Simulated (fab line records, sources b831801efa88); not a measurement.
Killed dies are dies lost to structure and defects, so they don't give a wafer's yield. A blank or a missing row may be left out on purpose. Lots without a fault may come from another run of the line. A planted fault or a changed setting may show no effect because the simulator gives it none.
Which tool did it? | flow gf180mcu | 24 lots, 72 wafers sampled, at 4 steps of a route of 602

WHAT THE GAUGES READ, wafer by wafer
GF_V4_BOW_MEAS_05. Usual: V4_BOW 133 um, standard deviation 9.7.
lot  | measured     | on            | V4_BOW (um) | flag
L074 | day 23 22:31 | film_metro-01 | 131 131 130 |
L075 | day 24 04:31 | film_metro-02 | 131 120 136 |
L076 | day 24 16:35 | film_metro-02 | 150 158 144 |
L077 | day 25 06:23 | film_metro-02 | 155 153 140 |
L078 | day 25 08:05 | film_metro-02 | 126 126 129 |
L079 | day 25 13:44 | film_metro-02 | 118 132 130 |
L080 | day 26 07:23 | film_metro-04 | 142 141 136 |
L081 | day 26 11:09 | film_metro-04 | 136 137 130 |
L082 | day 26 14:45 | film_metro-02 | 128 138 149 |
L083 | day 26 23:08 | film_metro-02 | 115 124 140 |
L084 | day 27 06:56 | film_metro-02 | 131 143 148 |
L085 | day 27 13:39 | film_metro-04 | 128 143 125 |
L086 | day 27 23:13 | film_metro-04 | 121 123 133 |
L087 | day 28 08:09 | film_metro-02 | 135 133 143 |
L088 | day 28 17:20 | film_metro-02 | 134 137 135 |
L089 | day 28 20:50 | film_metro-02 | 117 109 118 |
L091 | day 29 12:43 | film_metro-02 | 132 143 144 |
L090 | day 29 13:59 | film_metro-02 | 127 140 126 |
L092 | day 29 19:23 | film_metro-04 | 112 128 115 |
L093 | day 30 02:40 | film_metro-04 | 133 133 135 |
L095 | day 30 12:35 | film_metro-04 | 118 132 125 |
L094 | day 30 14:36 | film_metro-04 | 125 132 123 |
L096 | day 30 19:38 | film_metro-04 | 141 122 143 |
L097 | day 31 06:56 | film_metro-04 | 132 140 130 |

WHICH TOOL RAN EACH LOT (tool, then ch and the chambers of the sampled wafers, then the start)
lot  | GF_M1_SPUTTER_03             | GF_V1_CVD_02                    | GF_M3_METAL_ETCH_16
L074 | pvd_sputter-03, day 16 12:36 | pecvd-03 ch 0,1,2, day 17 12:40 | rie_metal-01 ch 0,1, day 21 19:50
L075 | pvd_sputter-04, day 16 18:10 | pecvd-01 ch 0,2, day 17 18:19   | rie_metal-01 ch 0,1, day 22 01:38
L076 | pvd_sputter-03, day 17 08:05 | pecvd-03 ch 1,2, day 18 08:51   | rie_metal-03 ch 0,1, day 22 15:11
L077 | pvd_sputter-03, day 17 22:09 | pecvd-04 ch 0,1, day 18 23:19   | rie_metal-03 ch 0,1, day 23 05:50
L078 | pvd_sputter-04, day 17 23:37 | pecvd-03 ch 0,1,2, day 19 00:28 | rie_metal-01 ch 0,1, day 23 06:11
L079 | pvd_sputter-03, day 18 05:42 | pecvd-01 ch 0,2, day 19 07:14   | rie_metal-01 ch 0,1, day 23 12:20
L080 | pvd_sputter-01, day 19 02:01 | pecvd-03 ch 1,2, day 20 03:52   | rie_metal-01 ch 0,1, day 24 06:29
L081 | pvd_sputter-04, day 19 06:32 | pecvd-04 ch 1,2, day 20 07:49   | rie_metal-04 ch 0,1, day 24 11:56
L082 | pvd_sputter-04, day 19 08:41 | pecvd-03 ch 0,1,2, day 20 10:16 | rie_metal-04 ch 1, day 24 14:41
L083 | pvd_sputter-03, day 19 17:40 | pecvd-04 ch 0,2, day 20 19:25   | rie_metal-04 ch 0,1, day 24 22:14
L084 | pvd_sputter-03, day 20 06:42 | pecvd-04 ch 1,2, day 21 08:38   | rie_metal-04 ch 0,1, day 25 08:08
L085 | pvd_sputter-04, day 20 12:35 | pecvd-04 ch 0,2, day 21 13:56   | rie_metal-03 ch 0,1, day 25 14:59
L086 | pvd_sputter-03, day 20 23:07 | pecvd-04 ch 1,2, day 22 00:16   | rie_metal-03 ch 0,1, day 26 00:38
L087 | pvd_sputter-03, day 21 11:34 | pecvd-04 ch 0,1, day 22 12:08   | rie_metal-04 ch 0,1, day 26 11:53
L088 | pvd_sputter-03, day 21 19:51 | pecvd-03 ch 0,1,2, day 22 20:06 | rie_metal-04 ch 0,1, day 26 20:00
L089 | pvd_sputter-01, day 22 03:35 | pecvd-01 ch 0,1,2, day 23 04:31 | rie_metal-04 ch 0,1, day 27 01:19
L091 | pvd_sputter-03, day 22 20:34 | pecvd-04 ch 1,2, day 23 20:56   | rie_metal-01 ch 1, day 27 17:05
L090 | pvd_sputter-01, day 22 21:10 | pecvd-01 ch 0,2, day 23 21:17   | rie_metal-03 ch 0,1, day 27 18:32
L092 | pvd_sputter-03, day 23 04:50 | pecvd-03 ch 0,1,2, day 24 04:44 | rie_metal-04 ch 0,1, day 27 23:17
L093 | pvd_sputter-04, day 23 15:42 | pecvd-04 ch 0,2, day 24 15:31   | rie_metal-03 ch 1, day 28 08:08
L095 | pvd_sputter-04, day 24 02:23 | pecvd-04 ch 1,2, day 25 02:18   | rie_metal-04 ch 0,1, day 28 17:55
L094 | pvd_sputter-04, day 24 03:47 | pecvd-01 ch 0,1,2, day 25 02:56 | rie_metal-01 ch 1, day 28 19:35
L096 | pvd_sputter-01, day 24 12:40 | pecvd-01 ch 0,1,2, day 25 10:47 | rie_metal-01 ch 1, day 29 01:23
L097 | pvd_sputter-01, day 24 23:53 | pecvd-01 ch 0,1, day 25 22:26   | rie_metal-01 ch 1, day 29 13:35
- GF_M1_SPUTTER_03: material Ti, target thk 10 nm, time 6.7 s.
- GF_V1_CVD_02: deposits SiO2 from TEOS, target thk 850 nm, time 94.851 s.
- GF_M3_METAL_ETCH_16: etches the open film in Cl2/BCl3, stops on SiO2, target depth 750.8 nm, time 125.1 s.

WHAT THE TOOLS THEMSELVES READ (means of the sampled wafers that have a number; where no wafer has one, the mark that the record gives instead)
GF_M1_SPUTTER_03. Usual: throttle_valve_pct 30.2 %, standard deviation 0.81.
lot  | tool           | throttle_valve_pct (%) | flag
L074 | pvd_sputter-03 | 30.2                   |
L075 | pvd_sputter-04 | 30.0                   |
L076 | pvd_sputter-03 | 30.1                   |
L077 | pvd_sputter-03 | 30.3                   |
L078 | pvd_sputter-04 | 29.6                   |
L079 | pvd_sputter-03 | 30.9                   |
L080 | pvd_sputter-01 | 29.8                   |
L081 | pvd_sputter-04 | 30.8                   |
L082 | pvd_sputter-04 | 29.4                   |
L083 | pvd_sputter-03 | 30.1                   |
L084 | pvd_sputter-03 | 30.7                   |
L085 | pvd_sputter-04 | 29.8                   |
L086 | pvd_sputter-03 | 31.2                   |
L087 | pvd_sputter-03 | 30.0                   |
L088 | pvd_sputter-03 | 30.7                   |
L089 | pvd_sputter-01 | 30.3                   |
L091 | pvd_sputter-03 | 30.8                   |
L090 | pvd_sputter-01 | 30.0                   |
L092 | pvd_sputter-03 | 31.3                   |
L093 | pvd_sputter-04 | 30.7                   |
L095 | pvd_sputter-04 | 30.0                   |
L094 | pvd_sputter-04 | 30.8                   |
L096 | pvd_sputter-01 | 29.9                   |
L097 | pvd_sputter-01 | 30.4                   |

GF_V1_CVD_02. Usual: heater_power_w 661 W, standard deviation 110.
lot  | tool     | heater_power_w (W) | flag
L074 | pecvd-03 | 588                |
L075 | pecvd-01 | 743                |
L076 | pecvd-03 | 626                |
L077 | pecvd-04 | 730                |
L078 | pecvd-03 | 627                |
L079 | pecvd-01 | 719                |
L080 | pecvd-03 | 624                |
L081 | pecvd-04 | 654                |
L082 | pecvd-03 | 547                |
L083 | pecvd-04 | 695                |
L084 | pecvd-04 | 667                |
L085 | pecvd-04 | 663                |
L086 | pecvd-04 | 613                |
L087 | pecvd-04 | 747                |
L088 | pecvd-03 | 572                |
L089 | pecvd-01 | 635                |
L091 | pecvd-04 | 647                |
L090 | pecvd-01 | 544                |
L092 | pecvd-03 | 565                |
L093 | pecvd-04 | 672                |
L095 | pecvd-04 | 688                |
L094 | pecvd-01 | 624                |
L096 | pecvd-01 | 656                |
L097 | pecvd-01 | 720                |

GF_M3_METAL_ETCH_16. Usual: drypump_motor_current_A 6.10 A, standard deviation 0.29; mfc_cl2_sccm 80.02 sccm, standard deviation 0.23; oes_product_au 0.987 a.u., standard deviation 0.0069; throttle_valve_pct 28.232 %, standard deviation 0.01.
lot  | tool         | drypump_motor_current_A (A) | mfc_cl2_sccm (sccm) | oes_product_au (a.u.) | throttle_valve_pct (%) | flag
L074 | rie_metal-01 | 6.24                        | 79.76               | 0.989                 | 28.238                 |
L075 | rie_metal-01 | 6.41                        | 80.20               | 0.994                 | 28.224                 |
L076 | rie_metal-03 | 5.78                        | 79.96               | 0.987                 | 28.241                 |
L077 | rie_metal-03 | 5.82                        | 80.07               | 0.988                 | 28.229                 |
L078 | rie_metal-01 | 6.40                        | 80.10               | 0.993                 | 28.237                 |
L079 | rie_metal-01 | 6.39                        | 79.93               | 0.986                 | 28.233                 |
L080 | rie_metal-01 | 6.24                        | 79.84               | 0.995                 | 28.224                 |
L081 | rie_metal-04 | 6.01                        | 79.78               | 0.986                 | 28.233                 |
L082 | rie_metal-04 | 5.96                        | 80.14               | 0.992                 | 28.234                 |
L083 | rie_metal-04 | 5.97                        | 80.19               | 0.992                 | 28.230                 |
L084 | rie_metal-04 | 5.95                        | 79.97               | 0.991                 | 28.226                 |
L085 | rie_metal-03 | 5.77                        | 80.26               | 0.983                 | 28.229                 |
L086 | rie_metal-03 | 5.77                        | 79.90               | 0.991                 | 28.236                 |
L087 | rie_metal-04 | 6.00                        | 80.05               | 0.988                 | 28.227                 |
L088 | rie_metal-04 | 6.02                        | 79.92               | 0.987                 | 28.228                 |
L089 | rie_metal-04 | 6.00                        | 79.84               | 0.983                 | 28.228                 |
L091 | rie_metal-01 | 6.55                        | 80.08               | 0.988                 | 28.243                 |
L090 | rie_metal-03 | 5.82                        | 79.98               | 0.983                 | 28.237                 |
L092 | rie_metal-04 | 5.96                        | 80.09               | 0.990                 | 28.230                 |
L093 | rie_metal-03 | 5.73                        | 79.91               | 0.981                 | 28.239                 |
L095 | rie_metal-04 | 6.00                        | 80.15               | 0.992                 | 28.225                 |
L094 | rie_metal-01 | 6.55                        | 79.93               | 0.981                 | 28.243                 |
L096 | rie_metal-01 | 6.56                        | 80.19               | 0.983                 | 28.236                 |
L097 | rie_metal-01 | 6.54                        | 80.08               | 0.978                 | 28.240                 |

THE ANSWER, worked out from the rows above alone
Rule: a lot is off if the mean of its wafers that have a number lies more than 3 standard deviations from the usual mean. A lot without any number at a reading at which 4 lots or more have one is off too. The other lots that the step has rows for count as sound. The gauges are gone through in route order, then the tools' own readings, and for those a lot's mean is taken as printed above. The first step at which some lot is off is used, and at that step the reading that is off furthest; a lot without a number counts as furthest.
No lot is off at any reading shown: from this, nothing can be told.

WHAT THE SIMULATOR HAD PUT IN
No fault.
